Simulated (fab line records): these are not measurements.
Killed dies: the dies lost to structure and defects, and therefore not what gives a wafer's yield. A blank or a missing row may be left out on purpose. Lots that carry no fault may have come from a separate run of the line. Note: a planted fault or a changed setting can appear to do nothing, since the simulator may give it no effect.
A lot that was struck, set against a sound lot    flow sky130    36 steps out of a route of 708
Sound: these wafers, L656.1, L656.3, L656.5. Wafers struck: L649.2, L649.3, L649.4. Last of all comes the cause.
Order at every step that has rows: each side's tool, ch and its chambers, its first start. Under that, the readings that differ: sound wafers    struck wafers    difference of the means    sigmas: that difference in standard deviations of wafers without a fault.
alike: readings whose means differ by less than 2 such deviations, and words and numbers that are the same on both sides. not compared: withheld readings, readings that some wafer has no value for, bounds like >300 that may hide the same value, and numbers for which the record gives no deviation and whose values overlap.
Wherever a step has rows on one side only, a row that says differs or no value, or a row with sigmas, the two part there. Numbers that don't overlap but have no deviation are shown without sigmas and don't part them. A reading missing from all wafers of one side parts the sides only when that side holds two or more wafers.

first, 10 steps without rows for these wafers: SKY_POLY_CUT_ETCH_10 (etches BARC in N2/H2, stops on SiO2, time 45.9 s, target depth 60 nm); SKY_POLY_CUT_ETCH_11 (etches Si3N4 in CF4/CH2F2/Ar, stops on poly-Si, time 42.5 s, target depth 60 nm); SKY_POLY_CUT_STRIP_12 (strips in O2/N2); SKY_SD_P_DEHYDRATE_00 (time 60 s); SKY_SD_P_HMDS_01 (prime time 60 s); SKY_SD_P_COAT_02 (resist thk 1140 nm); SKY_SD_P_SOFTBAKE_03 (time 60 s); SKY_SD_P_EXPOSE_04 (exposes mask PSDM, target cd 380 nm); SKY_SD_P_PEB_05; SKY_SD_P_DEVELOP_06 (develop time 60 s).
SKY_SD_P_IMPLANT_09:
  sound on implanter-03 ch 0, day 32 20:20; struck on implanter-02 ch 0, day 30 18:03
reading                   sound                 struck                difference  sigmas
beamEnergyKeV             19.996 19.994 20.005  14.592 14.583 14.586  -5.411      -99 or more
model.implant.rpNm (nm)   17.34 17.34 17.34     13.52 13.52 13.52     -3.82       
model.implant.drpNm (nm)  9.746 9.746 9.746     7.808 7.808 7.808     -1.938      
SKY_SD_P_STRIP_10: strips in O2/N2.
  sound on plasmaAsher-03 ch 0,1, day 32 20:29; struck on plasmaAsher-04 ch 0,1, day 30 18:11
reading                   sound              struck             difference  sigmas
oesProductAu (a.u.)       0.624 0.621 0.613  0.637 0.637 0.639  +0.018      +4
stripTimeToEndpointS (s)  17.49 17.48 17.48  16.58 16.63 16.71  -0.84       -22
  alike: drypumpMotorCurrentA, o2FlowSccm
  not compared: rfHoursCounterH
SKY_SD_P_TW_MEAS_11:
  sound: filmMetro-03 at day 32 20:35; struck: filmMetro-02 at day 30 18:17
reading  sound           struck          difference  sigmas
SD_P_TW  2816 2797 2801  2550 2552 2557  -252        -13
then, 21 steps without rows for these wafers: SKY_RES_XHIGH_DEHYDRATE_00 (time 60 s); SKY_RES_XHIGH_HMDS_01 (prime time 60 s); SKY_RES_XHIGH_COAT_02 (resist thk 1140 nm); SKY_RES_XHIGH_SOFTBAKE_03 (time 60 s); SKY_RES_XHIGH_EXPOSE_04 (exposes mask URPM, target cd 1270 nm); SKY_RES_XHIGH_PEB_05; SKY_RES_XHIGH_DEVELOP_06 (develop time 60 s); SKY_RES_XHIGH_IMPLANT_07; SKY_RES_XHIGH_STRIP_08 (strips in O2/N2); SKY_SD_N_DEHYDRATE_00 (time 60 s); SKY_SD_N_HMDS_01 (prime time 60 s); SKY_SD_N_COAT_02 (resist thk 1140 nm); SKY_SD_N_SOFTBAKE_03 (time 60 s); SKY_SD_N_EXPOSE_04 (exposes mask NSDM, target cd 380 nm); SKY_SD_N_PEB_05; SKY_SD_N_DEVELOP_06 (develop time 60 s); SKY_SD_N_IMPLANT_09; SKY_SD_N_IMPLANT_10; SKY_SD_N_STRIP_11 (strips in O2/N2); SKY_SD_N_CLEAN_13 (cleans in SC1/SC2, time 150 s); SKY_SD_N_RTA_14 (time 2 s).
-- the record jumps here: 2 days lie between the struck wafers' starts before and after --
SKY_SD_N_RS_MEAS_17: uses a four-point probe to measure.
  sound: filmMetro-02 at day 35 02:26; struck: filmMetro-02 at day 33 01:38
reading           sound              struck             difference  sigmas
SD_P_RS (ohm/sq)  146.9 147.2 146.9  168.9 168.6 168.2  +21.6       +54
-- the record jumps here: 16 days lie between the struck wafers' starts before and after (it left off in module SD_N and takes up again in module PAD_OPEN, whose first step shown is number 708 of the route) --
SKY_PAD_OPEN_PROBE_99:
  sound: prober-01 at day 50 11:40; struck: prober-02 at day 49 04:37
reading                              sound              struck             difference  sigmas
model.etest.resPdiff.lineOhmUm       1439 1406 1416     1550 1556 1528     +124        
model.etest.pfet_01v8.rOnOhmUm       2785 2838 2881     3106 3165 3094     +287        
model.etest.pfetG5v0d10v5.rOnOhmUm   4805 4816 4825     4978 5041 4966     +180        
model.etest.resPdiffHv.rsOhmSq       190.8 192.5 190    229.2 227.7 224.9  +36.2       
model.etest.resPdiff.rsOhmSq         195.8 196.6 196    222.7 223.2 222.1  +26.5       
model.etest.pfet_01v8.driveUaUm      198.8 196.2 193.9  177.5 172.5 176.8  -20.7       
model.etest.pfet_01v8_hvt.driveUaUm  150.8 146.6 145.1  132.5 128.7 130.8  -16.8       
model.etest.sramPfetLatch.driveUaUm  140.3 140 140.3    131.8 127.2 132.8  -9.6        
  alike: killed_at_M0_to_M3, killed_at_M4_up, killedAtContacts, killedAtFrontEnd, killedAtOther, killedDies, killedOpen, killedShort

WHERE THEY PART
Earliest at SKY_SD_P_IMPLANT_09; latest, in this record, at SKY_SD_N_RS_MEAS_17. Later steps at which nothing parts them and some readings are alike: SKY_PAD_OPEN_PROBE_99.

WHY: the cause the simulator had injected
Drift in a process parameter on implanter-02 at SKY_SD_P_IMPLANT_09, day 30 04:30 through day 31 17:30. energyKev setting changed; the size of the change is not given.
